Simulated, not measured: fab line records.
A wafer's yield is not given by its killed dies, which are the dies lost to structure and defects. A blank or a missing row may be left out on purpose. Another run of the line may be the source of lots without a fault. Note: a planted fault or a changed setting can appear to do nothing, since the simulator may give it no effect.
2 desks, one fault ; flow sky130 ; numbers are kept per desk, each desk with only its own; the story behind them comes last

== DESK OF THE TOOL OWNER: rieDiel-02 ==
The tool's own readings at SKY_PASSIVATION_ETCH_11 (etches the open film in CF4/O2, stops on AlCu, target depth 725 nm, time 161.1 s): means of the sampled wafers that have a number, for each lot that ran on this tool. Marked OUT: a lot whose mean sits more than 4 standard deviations from the usual mean, which makes it out of limits; the brackets give that distance.
Columns: A = cf4FlowSccm at SKY_PASSIVATION_ETCH_11, usual 80.01 sccm; B = drypumpMotorCurrentA at SKY_PASSIVATION_ETCH_11, usual 5.8 A; C = oesProductAu at SKY_PASSIVATION_ETCH_11, usual 0.977 a.u.; D = rfFwdPowerW at SKY_PASSIVATION_ETCH_11, usual 796.4 W; E = runLengthS at SKY_PASSIVATION_ETCH_11, usual 189.6 s; F = throttleValvePct at SKY_PASSIVATION_ETCH_11, usual 5.965 %
lot;first seen here;A;B;C;D;E;F
L752;day 45 05:43;80.08;6.1;0.975;797.1;189.6;5.961
L755;day 45 11:54;79.79;6.0;0.980;797.3;189.6;5.965
L758;day 46 08:47;80.35;6.3;0.975;794.7;190.4;5.966
L761;day 47 06:16;80.20;6.1;0.975;795.1;190.0;5.967
L765;day 48 07:31;80.11;6.3;0.978;795.7;190.0;5.970
L769;day 48 22:14;80.20;6.1;0.988;796.8;187.4;5.975
Result from this desk: across the 6 lots, nothing is out of limits.

== FROM THE METROLOGY DESK ==
What the gauges read for every lot (on any tool): the sampled wafers with a number, averaged. Marked OUT: a lot whose mean sits more than 4 standard deviations from the usual mean, which makes it out of limits; the brackets give that distance.
Columns: A = VIA4_HDPCVD_THK at SKY_VIA4_THK_MEAS_01, usual 1685 nm; B = PAD_OPEN_BOW at SKY_PAD_OPEN_BOW_MEAS_13, usual 49 um
lot;first seen here;A;B
L752;day 42 06:41;1703;55
L754;day 42 12:04;1699;48
L755;day 42 14:45;1691;42
L758;day 43 12:58;1678;47
L757;day 43 13:58;1687;42
L759;day 43 18:22;1693;48
L761;day 44 10:40;1663;55
L762;day 44 18:37;1711;52
L763;day 45 05:38;1678;56
L765;day 45 16:12;1676;46
L766;day 45 17:01;1677;32
L769;day 46 10:07;1679;63
Result from this desk: across the 12 lots, nothing is out of limits.

== BROUGHT TOGETHER ==
The tool owner's desk saw nothing out of limits.
Nothing out of limits was seen by the metrology desk.

== WHAT THE SIMULATOR HAD INSERTED ==
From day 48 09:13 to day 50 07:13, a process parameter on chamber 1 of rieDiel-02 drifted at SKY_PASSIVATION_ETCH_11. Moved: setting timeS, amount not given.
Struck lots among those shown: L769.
